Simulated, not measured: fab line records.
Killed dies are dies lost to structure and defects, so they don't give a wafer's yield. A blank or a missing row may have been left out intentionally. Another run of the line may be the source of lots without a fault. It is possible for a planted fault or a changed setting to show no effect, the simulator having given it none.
What tool caused it? :: flow sky130 :: 12 lots, 36 wafers sampled, at 5 steps of a route of 708

== WHAT THE GAUGES SHOWED, per wafer ==
SKY_VT_ADJUST_HVTP_CD_MEAS_07: target cd 380 nm. Usual: 379.3 nm for cd nm, sd 2.6.
lot: L921
measured: day 6 05:43
on: cd sem-02
cd nm (nm): 375.5 374.8 377.0
flag: 

lot: L922
measured: day 6 11:29
on: cd sem-01
cd nm (nm): 377.9 377.0 376.6
flag: 

lot: L924
measured: day 7 03:38
on: cd sem-01
cd nm (nm): 378.1 376.9 376.2
flag: 

lot: L925
measured: day 7 13:52
on: cd sem-02
cd nm (nm): 377.9 379.2 378.0
flag: 

lot: L935
measured: day 9 23:32
on: cd sem-02
cd nm (nm): 379.5 379.5 379.6
flag: 

lot: L936
measured: day 10 03:32
on: cd sem-01
cd nm (nm): 373.9 373.8 373.9
flag: 

lot: L939
measured: day 10 18:51
on: cd sem-02
cd nm (nm): 380.7 382.1 380.8
flag: 

lot: L940
measured: day 11 00:01
on: cd sem-01
cd nm (nm): 380.3 380.2 378.4
flag: 

lot: L941
measured: day 11 05:21
on: cd sem-01
cd nm (nm): 375.0 375.7 378.4
flag: 

lot: L942
measured: day 11 12:50
on: cd sem-01
cd nm (nm): 386.4 384.9 387.7
flag: 

lot: L943
measured: day 11 22:19
on: cd sem-02
cd nm (nm): 376.6 378.4 375.9
flag: 

lot: L944
measured: day 12 06:55
on: cd sem-01
cd nm (nm): 379.1 380.2 379.1
flag: 

SKY_VT_ADJUST_LVTN_TW_MEAS_10. Usual: VT_ADJUST_LVTN_TW gives 239.3 (standard deviation 2.2).
lot: L921
measured: day 7 02:27
on: film metro-04
VT_ADJUST_LVTN_TW: 236.6 238.5 238.2
flag: 

lot: L922
measured: day 7 08:18
on: film metro-02
VT_ADJUST_LVTN_TW: 239.4 240.8 240.7
flag: 

lot: L924
measured: day 7 23:45
on: film metro-04
VT_ADJUST_LVTN_TW: 237.6 236.7 235.0
flag: 

lot: L925
measured: day 8 10:43
on: film metro-03
VT_ADJUST_LVTN_TW: 244.2 242.9 241.8
flag: 

lot: L935
measured: day 10 21:36
on: film metro-04
VT_ADJUST_LVTN_TW: 237.8 237.9 237.8
flag: 

lot: L936
measured: day 11 00:58
on: film metro-03
VT_ADJUST_LVTN_TW: 241.9 243.3 242.9
flag: 

lot: L939
measured: day 11 17:34
on: film metro-02
VT_ADJUST_LVTN_TW: 238.3 238.7 238.5
flag: 

lot: L940
measured: day 11 23:06
on: film metro-04
VT_ADJUST_LVTN_TW: 237.3 235.9 236.5
flag: 

lot: L941
measured: day 12 06:13
on: film metro-02
VT_ADJUST_LVTN_TW: 240.2 239.0 239.5
flag: 

lot: L942
measured: day 12 13:32
on: film metro-04
VT_ADJUST_LVTN_TW: 237.5 238.7 237.2
flag: 

lot: L943
measured: day 13 00:17
on: film metro-02
VT_ADJUST_LVTN_TW: 240.5 240.9 240.7
flag: 

lot: L944
measured: day 13 08:27
on: film metro-04
VT_ADJUST_LVTN_TW: 237.2 236.6 237.0
flag: 

SKY_VT_ADJUST_LVTN_OVL_MEAS_18. Usual: VT_ADJUST_LVTN_01_OVL gives 0.3 nm (standard deviation 1.4).
lot: L921
measured: day 7 22:13
on: overlay-01
VT_ADJUST_LVTN_01_OVL (nm): 0.9 0.7 1.3
flag: 

lot: L922
measured: day 8 04:22
on: overlay-02
VT_ADJUST_LVTN_01_OVL (nm): 1.5 0.9 1.4
flag: 

lot: L924
measured: day 8 19:52
on: overlay-02
VT_ADJUST_LVTN_01_OVL (nm): -0.4 2.0 1.0
flag: 

lot: L925
measured: day 9 08:10
on: overlay-01
VT_ADJUST_LVTN_01_OVL (nm): -0.9 -0.8 0.5
flag: 

lot: L935
measured: day 11 19:34
on: overlay-01
VT_ADJUST_LVTN_01_OVL (nm): -0.4 0.1 -1.6
flag: 

lot: L936
measured: day 11 23:27
on: overlay-02
VT_ADJUST_LVTN_01_OVL (nm): 0.0 -0.7 -1.5
flag: 

lot: L939
measured: day 12 17:58
on: overlay-02
VT_ADJUST_LVTN_01_OVL (nm): -0.7 -0.7 0.3
flag: 

lot: L940
measured: day 13 00:16
on: overlay-02
VT_ADJUST_LVTN_01_OVL (nm): -0.9 3.0 0.0
flag: 

lot: L941
measured: day 13 07:01
on: overlay-01
VT_ADJUST_LVTN_01_OVL (nm): -0.5 -1.7 -0.8
flag: 

lot: L942
measured: day 13 14:13
on: overlay-02
VT_ADJUST_LVTN_01_OVL (nm): 1.2 -1.4 -1.3
flag: 

lot: L943
measured: day 14 01:14
on: overlay-01
VT_ADJUST_LVTN_01_OVL (nm): 1.0 0.1 2.1
flag: 

lot: L944
measured: day 14 10:56
on: overlay-01
VT_ADJUST_LVTN_01_OVL (nm): 0.5 0.0 0.6
flag: 

SKY_POLY_GATE_THK_MEAS_01. Usual: POLY_GATE_CVD_00_THK gives 180.8 nm (standard deviation 1.8).
lot: L921
measured: day 14 01:13
on: film metro-02
POLY_GATE_CVD_00_THK (nm): 179.7 181.1 180.3
flag: 

lot: L922
measured: day 14 11:33
on: film metro-01
POLY_GATE_CVD_00_THK (nm): 181.4 180.8 179.7
flag: 

lot: L924
measured: day 15 04:12
on: film metro-01
POLY_GATE_CVD_00_THK (nm): 151.0 149.0 149.6
flag: OFF

lot: L925
measured: day 15 19:01
on: film metro-02
POLY_GATE_CVD_00_THK (nm): 149.0 149.7 148.9
flag: OFF

lot: L935
measured: day 19 03:23
on: film metro-02
POLY_GATE_CVD_00_THK (nm): 179.3 178.8 180.3
flag: 

lot: L936
measured: day 19 09:14
on: film metro-01
POLY_GATE_CVD_00_THK (nm): 183.9 182.5 182.1
flag: 

lot: L939
measured: day 20 08:34
on: film metro-01
POLY_GATE_CVD_00_THK (nm): 179.4 178.4 179.7
flag: 

lot: L940
measured: day 20 15:20
on: film metro-03
POLY_GATE_CVD_00_THK (nm): 182.2 180.7 181.9
flag: 

lot: L941
measured: day 20 21:43
on: film metro-03
POLY_GATE_CVD_00_THK (nm): 181.0 180.7 179.4
flag: 

lot: L942
measured: day 21 06:38
on: film metro-02
POLY_GATE_CVD_00_THK (nm): 178.6 178.4 180.2
flag: 

lot: L943
measured: day 21 19:22
on: film metro-03
POLY_GATE_CVD_00_THK (nm): 179.4 180.1 181.1
flag: 

lot: L944
measured: day 22 08:19
on: film metro-02
POLY_GATE_CVD_00_THK (nm): 180.0 179.1 181.3
flag: 

== WHAT TOOL EACH LOT RAN ON (gives the tool, then ch and the chambers of the sampled wafers, and finally the start) ==
lot: L921
SKY_POLY_GATE_CVD_00: lpcvd-01 ch 1, day 14 00:01

lot: L922
SKY_POLY_GATE_CVD_00: lpcvd-01 ch 1, day 14 10:21

lot: L924
SKY_POLY_GATE_CVD_00: lpcvd-01 ch 1, day 15 02:24

lot: L925
SKY_POLY_GATE_CVD_00: lpcvd-01 ch 1, day 15 17:48

lot: L935
SKY_POLY_GATE_CVD_00: lpcvd-01 ch 1, day 19 02:11

lot: L936
SKY_POLY_GATE_CVD_00: lpcvd-01 ch 0, day 19 08:02

lot: L939
SKY_POLY_GATE_CVD_00: lpcvd-01 ch 1, day 20 06:44

lot: L940
SKY_POLY_GATE_CVD_00: lpcvd-01 ch 0, day 20 14:08

lot: L941
SKY_POLY_GATE_CVD_00: lpcvd-01 ch 1, day 20 20:29

lot: L942
SKY_POLY_GATE_CVD_00: lpcvd-01 ch 1, day 21 05:26

lot: L943
SKY_POLY_GATE_CVD_00: lpcvd-01 ch 1, day 21 18:08

lot: L944
SKY_POLY_GATE_CVD_00: lpcvd-01 ch 0, day 22 06:31
- SKY_POLY_GATE_CVD_00: deposits poly-Si, target thk 180 nm, time 720 s.

== WHAT THE TOOLS THEMSELVES READ (means of the sampled wafers that have a number; where no wafer has one, the mark that the record gives instead) ==
SKY_POLY_GATE_CVD_00. Usual: spike tc centre C 620.4 C, standard deviation 0.99; zone power centre pct 10.1 %, standard deviation 0.7.
lot: L921
tool: lpcvd-01
spike tc centre C (C): 619.8
zone power centre pct (%): 9.5
flag: 

lot: L922
tool: lpcvd-01
spike tc centre C (C): 621.4
zone power centre pct (%): 9.6
flag: 

lot: L924
tool: lpcvd-01
spike tc centre C (C): 620.4
zone power centre pct (%): 9.6
flag: 

lot: L925
tool: lpcvd-01
spike tc centre C (C): 620.7
zone power centre pct (%): 9.5
flag: 

lot: L935
tool: lpcvd-01
spike tc centre C (C): 620.5
zone power centre pct (%): 9.7
flag: 

lot: L936
tool: lpcvd-01
spike tc centre C (C): 618.7
zone power centre pct (%): 11.1
flag: 

lot: L939
tool: lpcvd-01
spike tc centre C (C): 621.6
zone power centre pct (%): 9.6
flag: 

lot: L940
tool: lpcvd-01
spike tc centre C (C): 621.3
zone power centre pct (%): 11.0
flag: 

lot: L941
tool: lpcvd-01
spike tc centre C (C): 620.7
zone power centre pct (%): 9.5
flag: 

lot: L942
tool: lpcvd-01
spike tc centre C (C): 619.5
zone power centre pct (%): 9.6
flag: 

lot: L943
tool: lpcvd-01
spike tc centre C (C): 620.6
zone power centre pct (%): 9.7
flag: 

lot: L944
tool: lpcvd-01
spike tc centre C (C): 620.8
zone power centre pct (%): 11.1
flag: 

== THE ANSWER, worked out from the rows above alone ==
Rule: lot off if the mean of its wafers having a number is beyond 3 standard deviations from the usual mean. A lot without any number at a reading at which 4 lots or more have one is off too. The other lots that the step has rows for count as sound. First the gauges in route order, then the tools' own readings, where a lot's mean is used as printed above. At the first step where some lot is off, the reading lying furthest off is the one used; lots without a number count as furthest.
Off: L924, L925, at SKY_POLY_GATE_THK_MEAS_01 (POLY_GATE_CVD_00_THK).
A tool fits if, at a process step before that reading, it ran every lot that is off, and no sound lot after the first of them. Those tools and the gauges at SKY_POLY_GATE_THK_MEAS_01 are tried in the same way. Not one of the candidates tried fits.

== WHAT WAS PUT IN BY THE SIMULATOR ==
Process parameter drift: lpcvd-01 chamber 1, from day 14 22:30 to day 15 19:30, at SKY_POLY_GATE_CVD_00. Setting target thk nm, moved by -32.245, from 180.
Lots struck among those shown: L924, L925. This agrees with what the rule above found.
